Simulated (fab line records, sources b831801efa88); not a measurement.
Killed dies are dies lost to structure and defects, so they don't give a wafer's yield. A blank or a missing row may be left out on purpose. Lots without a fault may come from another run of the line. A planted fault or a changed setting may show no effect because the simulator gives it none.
Which tool did it? | flow gf180mcu | 6 lots, 18 wafers sampled, at 3 steps of a route of 602

WHAT THE GAUGES READ, wafer by wafer
GF_TOP_METAL_OVL_MEAS_15.
lot  | measured     | on         | TOP_METAL_OVL (nm)
L580 | day 28 17:56 | overlay-02 | 0.3 2.4 2.3
L586 | day 30 13:11 | overlay-02 | -2.3 -3.3 -3.5
L594 | day 32 14:10 | overlay-02 | 2.1 -0.9 0.1
L597 | day 33 16:14 | overlay-02 | -0.5 -0.2 0.4
L600 | day 34 04:27 | overlay-02 | 2.0 2.0 0.3
L602 | day 34 15:41 | overlay-01 | -0.6 -0.1 2.3

WHICH TOOL RAN EACH LOT (tool, then ch and the chambers of the sampled wafers, then the start)
lot  | GF_MIM_SPUTTER_07            | GF_TOP_METAL_SPUTTER_03
L580 | pvd_sputter-04, day 25 03:51 | pvd_sputter-04, day 27 21:59
L586 | pvd_sputter-02, day 27 04:02 | pvd_sputter-04, day 29 18:57
L594 | pvd_sputter-02, day 29 12:05 | pvd_sputter-01, day 31 21:11
L597 | pvd_sputter-02, day 30 17:34 | pvd_sputter-01, day 33 00:11
L600 | pvd_sputter-04, day 31 07:21 | pvd_sputter-04, day 33 13:12
L602 | pvd_sputter-01, day 31 20:05 | pvd_sputter-04, day 34 00:05
- GF_MIM_SPUTTER_07: material TiN, target thk 60 nm, time 50 s.
- GF_TOP_METAL_SPUTTER_03: material Ti, target thk 5 nm, time 3.3 s.

THE ANSWER, worked out from the rows above alone
Rule: what is usual is taken from the lots themselves. Put in order of their means at a reading, lots are off if they are a third of the lots or fewer, leave a main group of 4 or more, and stand apart from it by a gap of 3 or more times the standard deviation of the main group's means; of several such gaps the widest counts. A main group whose means are all the same, to the digits that the tables above print for the reading, isn't used. A lot without any number at a reading at which 4 lots or more have one is off too. The other lots that the step has rows for count as sound.
Off: L586, at GF_TOP_METAL_OVL_MEAS_15 (TOP_METAL_OVL). The main group: mean 0.8 nm, standard deviation 0.66.
A tool fits if, at a process step before that reading, it ran every lot that is off, and no sound lot after the first of them. The gauges at GF_TOP_METAL_OVL_MEAS_15 are tried like those tools. None of those tried fits.

WHAT THE SIMULATOR HAD PUT IN
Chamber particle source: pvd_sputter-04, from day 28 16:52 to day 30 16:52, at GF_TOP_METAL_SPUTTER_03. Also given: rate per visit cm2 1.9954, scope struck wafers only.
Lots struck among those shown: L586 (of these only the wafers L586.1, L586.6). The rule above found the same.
